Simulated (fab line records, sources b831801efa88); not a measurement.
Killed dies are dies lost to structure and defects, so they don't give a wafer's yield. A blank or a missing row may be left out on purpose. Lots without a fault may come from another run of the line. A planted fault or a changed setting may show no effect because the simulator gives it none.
Which tool did it? | flow sky130 | 10 lots, 30 wafers sampled, at 6 steps of a route of 708

WHAT THE GAUGES READ, wafer by wafer
SKY_CONTACT_BOW_MEAS_05. Usual: CONTACT_BOW 81 um, standard deviation 6.5.
lot  | measured     | on            | CONTACT_BOW (um) | flag
L797 | day 30 15:10 | film_metro-02 | 77 79 72         |
L798 | day 30 15:43 | film_metro-04 | 76 76 96         |
L800 | day 31 13:12 | film_metro-04 | 80 90 91         |
L802 | day 31 13:49 | film_metro-04 | 88 87 87         |
L803 | day 32 20:51 | film_metro-04 | 84 83 90         |
L807 | day 33 21:55 | film_metro-01 | 81 85 85         |
L816 | day 37 04:15 | film_metro-02 | 81 84 74         |
L817 | day 37 08:43 | film_metro-02 | 69 85 80         |
L819 | day 37 13:49 | film_metro-01 | 82 88 87         |
L820 | day 37 15:32 | film_metro-02 | 71 81 75         |

SKY_CONTACT_CD_MEAS_14: target cd 170 nm. Usual: cd_nm 169.6 nm, standard deviation 1.6.
lot  | measured     | on        | cd_nm (nm)        | flag
L797 | day 31 17:07 | cd_sem-02 | 171.9 171.1 170.5 |
L798 | day 31 18:37 | cd_sem-01 | 170.3 169.6 169.9 |
L800 | day 32 16:52 | cd_sem-02 | 168.1 168.9 168.0 |
L802 | day 32 17:02 | cd_sem-02 | 168.6 167.9 169.6 |
L803 | day 33 22:58 | cd_sem-01 | 168.7 169.9 168.9 |
L807 | day 35 00:14 | cd_sem-02 | 170.4 170.5 170.0 |
L816 | day 38 05:55 | cd_sem-02 | 165.3 167.0 164.2 |
L817 | day 38 09:25 | cd_sem-02 | 169.4 171.0 171.3 |
L819 | day 38 13:38 | cd_sem-01 | 171.7 171.9 172.0 |
L820 | day 38 17:02 | cd_sem-01 | 169.7 170.0 169.7 |

SKY_METAL1_RS_MEAS_05: measures by four-point-probe. Usual: METAL1_ALCU_RS 0.1269 ohm/sq, standard deviation 0.0014.
lot  | measured     | on            | METAL1_ALCU_RS (ohm/sq) | flag
L797 | day 31 19:08 | film_metro-02 | 0.1265 0.1256 0.1254    |
L798 | day 31 20:17 | film_metro-02 | 0.1243 0.1239 0.1261    |
L800 | day 32 18:50 | film_metro-03 | 0.1251 0.1240 0.1263    |
L802 | day 32 19:10 | film_metro-04 | 0.1274 0.1285 0.1295    |
L803 | day 34 00:48 | film_metro-03 | 0.1032 0.1031 0.1024    | OFF
L807 | day 35 01:57 | film_metro-02 | 0.1008 0.1005 0.1013    | OFF
L816 | day 38 07:41 | film_metro-04 | 0.1259 0.1268 0.1266    |
L817 | day 38 11:26 | film_metro-03 | 0.1259 0.1244 0.1254    |
L819 | day 38 15:21 | film_metro-03 | 0.1278 0.1262 0.1271    |
L820 | day 38 18:43 | film_metro-02 | 0.1276 0.1282 0.1278    |

SKY_METAL1_THK_MEAS_06: measures by xrf. Usual: METAL1_ALCU_THK 252 nm, standard deviation 3.2.
lot  | measured     | on            | METAL1_ALCU_THK (nm) | flag
L797 | day 31 19:15 | film_metro-02 | 254 257 256          |
L798 | day 31 20:23 | film_metro-02 | 261 259 255          |
L800 | day 32 18:58 | film_metro-03 | 254 258 253          |
L802 | day 32 19:16 | film_metro-04 | 251 248 247          |
L803 | day 34 00:55 | film_metro-03 | 308 309 315          | OFF
L807 | day 35 02:04 | film_metro-02 | 316 316 313          | OFF
L816 | day 38 07:48 | film_metro-04 | 254 250 251          |
L817 | day 38 11:34 | film_metro-03 | 258 260 262          |
L819 | day 38 15:28 | film_metro-03 | 255 256 253          |
L820 | day 38 18:49 | film_metro-02 | 251 251 251          |

SKY_METAL1_OVL_MEAS_16. Usual: METAL1_OVL 0 nm, standard deviation 5.3.
lot  | measured     | on         | METAL1_OVL (nm) | flag
L797 | day 32 21:33 | overlay-01 | -9 4 2          |
L798 | day 32 23:19 | overlay-01 | 0 0 -14         |
L800 | day 33 20:53 | overlay-01 | -1 -8 -7        |
L802 | day 33 21:15 | overlay-02 | 4 -1 -5         |
L803 | day 35 03:41 | overlay-01 | 2 2 1           |
L807 | day 36 04:45 | overlay-02 | 1 -1 2          |
L816 | day 39 08:17 | overlay-01 | -10 -10 2       |
L817 | day 39 12:38 | overlay-01 | 2 10 -3         |
L819 | day 39 16:07 | overlay-02 | -10 -2 -11      |
L820 | day 39 19:46 | overlay-01 | 16 4 6          |

WHICH TOOL RAN EACH LOT (tool, then ch and the chambers of the sampled wafers, then the start)
lot  | SKY_METAL1_SPUTTER_02
L797 | pvd_sputter-02, day 31 19:02
L798 | pvd_sputter-02, day 31 20:09
L800 | pvd_sputter-02, day 32 18:45
L802 | pvd_sputter-01, day 32 19:03
L803 | pvd_sputter-02, day 34 00:43
L807 | pvd_sputter-02, day 35 01:50
L816 | pvd_sputter-02, day 38 07:35
L817 | pvd_sputter-02, day 38 11:21
L819 | pvd_sputter-01, day 38 15:14
L820 | pvd_sputter-02, day 38 18:36
- SKY_METAL1_SPUTTER_02: material AlCu, target thk 250 nm, time 13.3 s.

WHAT THE TOOLS THEMSELVES READ (means of the sampled wafers that have a number; where no wafer has one, the mark that the record gives instead)
SKY_METAL1_SPUTTER_02. Usual: cathode_dc_power_W 10600 W, standard deviation 1.8; throttle_valve_pct 30.1 %, standard deviation 1.3.
lot  | tool           | cathode_dc_power_W (W) | throttle_valve_pct (%) | flag
L797 | pvd_sputter-02 | 10600                  | 30.5                   |
L798 | pvd_sputter-02 | 10600                  | 30.6                   |
L800 | pvd_sputter-02 | 10599                  | 30.1                   |
L802 | pvd_sputter-01 | 10599                  | 29.7                   |
L803 | pvd_sputter-02 | 13096                  | 30.4                   | OFF
L807 | pvd_sputter-02 | 13095                  | 30.0                   | OFF
L816 | pvd_sputter-02 | 10601                  | 30.6                   |
L817 | pvd_sputter-02 | 10600                  | 31.0                   |
L819 | pvd_sputter-01 | 10601                  | 29.3                   |
L820 | pvd_sputter-02 | 10600                  | 30.5                   |

THE ANSWER, worked out from the rows above alone
Rule: a lot is off if the mean of its wafers that have a number lies more than 3 standard deviations from the usual mean. A lot without any number at a reading at which 4 lots or more have one is off too. The other lots that the step has rows for count as sound. The gauges are gone through in route order, then the tools' own readings, and for those a lot's mean is taken as printed above. The first step at which some lot is off is used, and at that step the reading that is off furthest; a lot without a number counts as furthest.
Off: L803, L807, at SKY_METAL1_RS_MEAS_05 (METAL1_ALCU_RS).
A tool fits if, at a process step before that reading, it ran every lot that is off, and no sound lot after the first of them. The gauges at SKY_METAL1_RS_MEAS_05 aren't tried: what is off there is off at SKY_METAL1_SPUTTER_02 too, on other tools, and a gauge's error can't cause that. None of those tried fits.

WHAT THE SIMULATOR HAD PUT IN
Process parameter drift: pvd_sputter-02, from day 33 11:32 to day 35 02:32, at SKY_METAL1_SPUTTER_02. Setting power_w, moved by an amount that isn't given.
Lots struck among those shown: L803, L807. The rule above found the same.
